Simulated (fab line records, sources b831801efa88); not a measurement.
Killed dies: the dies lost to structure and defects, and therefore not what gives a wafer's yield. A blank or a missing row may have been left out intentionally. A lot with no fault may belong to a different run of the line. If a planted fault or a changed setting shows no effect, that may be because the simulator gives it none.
A lot that was struck, set against a sound lot || flow sky130 || 14 steps out of a route of 708
Sound: these wafers, L181.1, L181.2, L181.4. Wafers L185.1, L185.5, L185.6 were the ones struck. The cause is given at the end.
For every step that has rows: the tool of each side, followed by ch and its chambers, followed by its first start. Under that, the readings that differ: sound wafers || struck wafers || difference of the means || sigmas: that difference in standard deviations of wafers without a fault.
alike: a reading whose means differ by less than 2 such deviations, as well as words and numbers matching on both sides. not compared: withheld readings; readings where some wafer has no value; bounds like >300 that might hide an equal value; numbers whose values overlap and for which the record gives no deviation.
A row with sigmas, a row that says differs or no value, or rows on one side alone: a step with any of these is where the two part. Numbers that don't overlap but have no deviation are shown without sigmas and don't part them. Lack of a reading on every wafer of one side parts them only where that side has two or more wafers.

first, 4 steps without rows for these wafers: SKY_LDD_LDN_SOFTBAKE_03 (time 60 s); SKY_LDD_LDN_EXPOSE_04 (exposes mask LDNTM, target cd 700 nm); SKY_LDD_LDN_PEB_05; SKY_LDD_LDN_DEVELOP_06 (develop time 57.14 s).
SKY_LDD_LDN_OVL_MEAS_07:
  sound on overlay-01, day 23 00:20; struck on overlay-02, day 24 10:56
{"reading": "LDD_LDN_OVL (nm)", "sound": "2.9 2.3 3.5", "struck": "-4.0 -2.6 -5.0", "difference": -6.8, "sigmas": -4}
then, 4 steps without rows for these wafers: SKY_LDD_LDN_IMPLANT_08; SKY_LDD_LDN_IMPLANT_09; SKY_LDD_LDN_IMPLANT_10; SKY_LDD_LDN_IMPLANT_11.
SKY_LDD_LDN_STRIP_12: strips in O2/N2.
  sound on plasma_asher-02 ch 0,1, day 23 00:59; struck on plasma_asher-03 ch 0,1, day 24 11:35
{"reading": "strip_time_to_endpoint_s (s)", "sound": "14.14 14.18 14.14", "struck": "14.24 14.25 14.22", "difference": "+0.08", "sigmas": "+2"}
  alike: drypump_motor_current_A, oes_product_au
  not compared: rf_hours_counter_h
SKY_LDD_LDN_TW_MEAS_13:
  sound on film_metro-01, day 23 01:05; struck on film_metro-01, day 24 11:41
  alike: LDD_LDN_TW
then, 1 step without rows for these wafers: SKY_LDD_LDN_CLEAN_14 (cleans in SC1/SC2, time 150 s).
SKY_SPACER_CVD_00: deposits Si3N4 from DCS/NH3, target thk 43.1 nm, time 740 s.
  sound on lpcvd-02 ch 0, day 23 01:14; struck on lpcvd-02 ch 0, day 24 11:47
  no value came back on the struck wafers for any of 5 readings (pressure_mtorr (mTorr), spike_tc_bottom_C (C) and others); on the sound wafers pressure_mtorr (mTorr) reads 249.8 248.8 249.6
after that, 1 step had no rows for these wafers: SKY_PAD_OPEN_PROBE_99.

== WHERE THEY PART ==
At SKY_LDD_LDN_OVL_MEAS_07 first; at SKY_SPACER_CVD_00 last (within this record only).

WHY: what the simulator had put in
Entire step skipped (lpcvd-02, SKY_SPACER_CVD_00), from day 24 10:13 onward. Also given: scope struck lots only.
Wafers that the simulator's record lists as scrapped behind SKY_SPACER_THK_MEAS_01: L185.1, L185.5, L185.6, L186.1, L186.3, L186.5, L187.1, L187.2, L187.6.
